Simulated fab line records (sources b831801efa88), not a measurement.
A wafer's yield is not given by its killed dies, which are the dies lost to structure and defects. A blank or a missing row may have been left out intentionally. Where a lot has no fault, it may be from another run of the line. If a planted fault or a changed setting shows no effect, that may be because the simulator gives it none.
Problem report in the 8D (eight disciplines) form, filled by code :: flow sky130 :: the parts of the form that need people (team, actions taken, sign-off) are left out

== 1. WHAT IS WRONG ==
Mean of time-to-endpoint-s at SKY_CONTACT_CMP_04: 104 s across 6 wafers in 2 lots; on wafers with no fault it is 80 s (standard deviation 3.5). That is +6.9 standard deviations from the usual mean.
The step: polishes SiO2.
Seen first at day 35 14:24 on cmp-01, wafer L107.4. At this step, 39 wafers from 13 lots have a number in the record. Rule for "out" (also "out of limits"): further than 4 standard deviations from the usual mean. The other wafers with a number count as sound.

== 2. WHAT IT IS, WHAT IT ISN'T ==
question: which readings at this step
is: time-to-endpoint-s
is not: motor-current-A

question: which lots
is: L107, L108
is not: L110, L111, L112, L113, L114, L992, L993, L995, L996, L997, L998

question: which wafers of those lots
is: all that have a number
is not: -

question: read on which tools
is: cmp-01
is not: cmp-02

question: when
is: from day 35 14:24
is not: up to then (18 sound wafers); but 15 sound wafers of L110, L111, L112, L113, L114 came after

== 3. WHAT RULES OUT EACH SUSPECT ==
Counting: a tool stays on the suspect list if, at a process step up to the reading, it processed all lots that are out and no sound lot following the first of them.
- cvd-w-01 at SKY_LI_CONTACT_CVD_21 (deposits W, target thk 400 nm, time 120.56 s): ruled out as a lasting fault. Sound lots L111 ran on it after its first lot that is out, L107 (day 34 09:23).
- cmp-01 at SKY_CONTACT_CMP_04 (polishes SiO2): kept. It ran every lot that is out, first L107 (day 35 14:24), and no sound lot after that; its last sound lot up to then is L998 (day 33 12:58). Its own readings are out on those wafers: time-to-endpoint-s.
After counting, what remains is cmp-01 at SKY_CONTACT_CMP_04.

== 4. THE CAUSE (what the simulator had put in) ==
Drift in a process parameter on cmp-01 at SKY_CONTACT_CMP_04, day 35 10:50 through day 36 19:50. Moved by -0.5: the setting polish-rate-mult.
Only this tool survived the counting.

== 5. THE EFFECT CHAIN, in route order ==
Each row: a reading where the mean over the struck wafers with a number is more than 3 standard deviations away from the usual. Scope: only readings with a usual standard deviation given in the record; hours: median across lots of the time from each lot's start at the first step in this table that gives one to its start at this step; sigmas: change in usual standard deviations.
hours: 0
step: SKY_CONTACT_CMP_04
reading: time-to-endpoint-s
usual: 80 s
on struck wafers: 104
change: +24
sigmas: +6.9

hours: 28
step: SKY_CONTACT_ETCH_17
reading: oes-product-au
usual: 0.892 a.u.
on struck wafers: 0.993
change: +0.101
sigmas: +18

hours: 344
step: SKY_PAD_OPEN_PROBE_99
reading: killed-at-contacts
usual: 24
on struck wafers: 166
change: +142
sigmas: +27

hours: 344
step: SKY_PAD_OPEN_PROBE_99
reading: killed-dies
usual: 85
on struck wafers: 231
change: +146
sigmas: +15

hours: 344
step: SKY_PAD_OPEN_PROBE_99
reading: killed-on-rim
usual: 17
on struck wafers: 42
change: +24
sigmas: +6.6
Its process steps:
- SKY_CONTACT_CMP_04: polishes SiO2.
- SKY_CONTACT_ETCH_17: etches SiO2 in C4F8/O2/Ar, stops on Si3N4, target depth 340 nm.
- SKY_PAD_OPEN_PROBE_99

== 6. WHAT WOULD HAVE CAUGHT IT SOONER ==
In this record the first reading out of limits was taken at day 35 14:24, 4 hours after the fault began at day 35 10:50.
